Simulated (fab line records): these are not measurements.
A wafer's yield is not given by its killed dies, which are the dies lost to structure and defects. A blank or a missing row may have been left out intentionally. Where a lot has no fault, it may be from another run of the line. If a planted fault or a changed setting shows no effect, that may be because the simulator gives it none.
A single fault, viewed from 2 desks    flow sfq line    each desk has only its own numbers; what lay behind them comes last

## FOR THE TOOL OWNER'S DESK: pecvd-02
The tool's own readings at SFQ_TRILAYER_A5B_DEP_PECVD_129 (deposits SiO2 from SiH4/N2O, time 133.33 s, target thk 600 nm): means of the sampled wafers that have a number, for each lot that ran on this tool. A lot is out of limits, marked OUT, if its mean lies more than 4 standard deviations from the usual mean; the brackets give that distance.
Columns: A = heater power w at SFQ_TRILAYER_A5B_DEP_PECVD_129, usual 81 W; B = rf fwd power W at SFQ_TRILAYER_A5B_DEP_PECVD_129, usual 182.4 W; C = throttle valve pct at SFQ_TRILAYER_A5B_DEP_PECVD_129, usual 24.5 %
lot   first seen here  A   B                C
L833  day 43 20:07     80  182.0            23.7
L841  day 48 09:59     90  152.4 (-48) OUT  24.1
L843  day 48 23:13     82  153.5 (-46) OUT  24.2
L847  day 60 09:22     77  182.2            24.8
L850  day 60 12:59     81  183.0            24.9
L853  day 60 22:58     78  182.9            24.9
L855  day 61 01:22     85  182.4            24.9
This desk's finding: out of limits on L841, L843; first on L841, day 48 09:59 (rf fwd power W at SFQ_TRILAYER_A5B_DEP_PECVD_129). L833, L847, L850, L853, L855: within limits.

## METROLOGY DESK
Lot by lot, what the gauges showed, no matter which tool ran the lot: averages of those sampled wafers that carry a number. A lot is out of limits, marked OUT, if its mean lies more than 4 standard deviations from the usual mean; the brackets give that distance.
Columns: A = JJ_NB_RS at SFQ_JJ_RS_MEAS_929, usual 1.046 ohm/sq
lot   first seen here  A
L833  day 37 16:59     1.058
L834  day 38 03:11     1.050
L841  day 46 12:23     1.048
L842  day 46 14:35     1.049
L843  day 48 05:06     1.055
L845  day 54 14:52     1.029
L846  day 54 16:04     1.042
L847  day 54 17:19     1.046
L848  day 54 18:29     1.039
L850  day 54 22:04     1.048
L852  day 55 02:53     1.047
L853  day 55 04:12     1.043
L854  day 55 06:55     1.042
L855  day 55 08:41     1.036
This desk's finding: nothing out of limits on any of the 14 lots.

## TAKEN TOGETHER
On L841, L843, at day 48 09:59, an alarm was possible from the tool owner's desk.
Metrology desk: nothing out of limits seen.
The metrology desk holds a record of L841, L843, inside its limits.
All the named lots went through SFQ_TRILAYER_A5B_DEP_PECVD_129 on pecvd-02.

## WHAT WAS PUT IN BY THE SIMULATOR
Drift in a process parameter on pecvd-02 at SFQ_TRILAYER_A5B_DEP_PECVD_129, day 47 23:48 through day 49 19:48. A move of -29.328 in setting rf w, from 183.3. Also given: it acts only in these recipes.
Shown lots that were struck: L841, L843.
Delay in hours, fault start to first out-of-limits reading, by desk: the tool owner's desk at 10.
